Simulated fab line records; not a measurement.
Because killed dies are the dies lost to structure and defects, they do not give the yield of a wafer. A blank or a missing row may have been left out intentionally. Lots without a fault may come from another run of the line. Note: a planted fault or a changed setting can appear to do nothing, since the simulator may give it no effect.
Problem report, 8D (eight disciplines) form, completed by code -- flow gf180mcu -- the parts of the form that need people (team, actions taken, sign-off) are left out

## 1. THE PROBLEM
Across 6 wafers from 2 lots, VT_IMPLANT_2_TW at GF_VT_IMPLANT_TW_MEAS_21 averages 1123, while fault-free wafers read 1213 with a standard deviation of 8.2. Relative to the usual mean, that is a shift of -11 standard deviations.
First observed at day 9 01:23: wafer L419.1, on filmMetro-03. The record has a number at this step for 36 wafers belonging to 12 lots. By rule, "out" or "out of limits" means more than 4 standard deviations away from the usual mean. Any other wafer with a number is counted as sound.

## 2. WHAT IT IS; WHAT IT IS NOT
question,is,is not
which readings at this step,VT_IMPLANT_2_TW,-
which lots,"L419, L420","L409, L411, L413, L414, L416, L417, L423, L429, L430, L431"
which wafers of those lots,all that have a number,-
read on which gauges,filmMetro-03,"filmMetro-01, filmMetro-02"
when,from day 9 01:23,"up to then (18 sound wafers); but 12 sound wafers of L423, L429, L430, L431 came after"

## 3. SUSPECTS, AND WHAT RULES EACH OUT
Counting: a tool at a process step up to the reading stays a suspect if it ran every lot that is out and no sound lot after the first of them.
- the gauge at GF_VT_IMPLANT_TW_MEAS_21: ruled out. All the wafers that are out were read on filmMetro-03, but those of them that GF_VT_IMPLANT_IMPLANT_19 has rows for are out there too, on other tools.
- implanter-02 at GF_VT_IMPLANT_IMPLANT_19: ruled out as a lasting fault. Following L419 (day 9 01:08), the first lot on it that is out, the sound lots L431 were run on it.
Left after counting: nothing in the record.

## 4. THE CAUSE (what the simulator had put in)
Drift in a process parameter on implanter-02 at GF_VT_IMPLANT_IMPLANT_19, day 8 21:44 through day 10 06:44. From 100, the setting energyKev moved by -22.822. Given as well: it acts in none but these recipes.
It was ruled out by counting, in error; the rule expects a fault to strike all lots run on its tool from its start on, and this fault did not.

## 5. THE EFFECT CHAIN, in route order
Each row: a reading whose mean over the struck wafers that have a number lies more than 3 standard deviations from the usual. Only readings whose record carries a usual standard deviation are examined. hours: median over the lots of the time between each lot's start at the first step of this table that gives one and its start at this step. sigmas: the change, counted in usual standard deviations.
hours,step,reading,usual,on struck wafers,change,sigmas
0,GF_VT_IMPLANT_IMPLANT_19,beamEnergyKeV,100.00,77.20,-22.80,-99 or more
0,GF_VT_IMPLANT_TW_MEAS_21,VT_IMPLANT_2_TW,1213,1123,-90,-11
It contains these process steps:
- GF_VT_IMPLANT_IMPLANT_19
At these later measuring or inspecting steps, every struck wafer for which the step has a row has a number for every such reading, and none has moved that far: GF_VT_IMPLANT_RS_MEAS_46.

## 6. HOW IT WOULD HAVE BEEN CAUGHT EARLIER
The first out-of-limits reading at a measuring or inspecting step in this record came at day 9 01:23, 4 hours after the fault's start at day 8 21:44.
Tool's own readings at GF_VT_IMPLANT_IMPLANT_19, beamEnergyKeV: out on all struck wafers the step has rows for; an alarm limit on them would have tripped on the first.
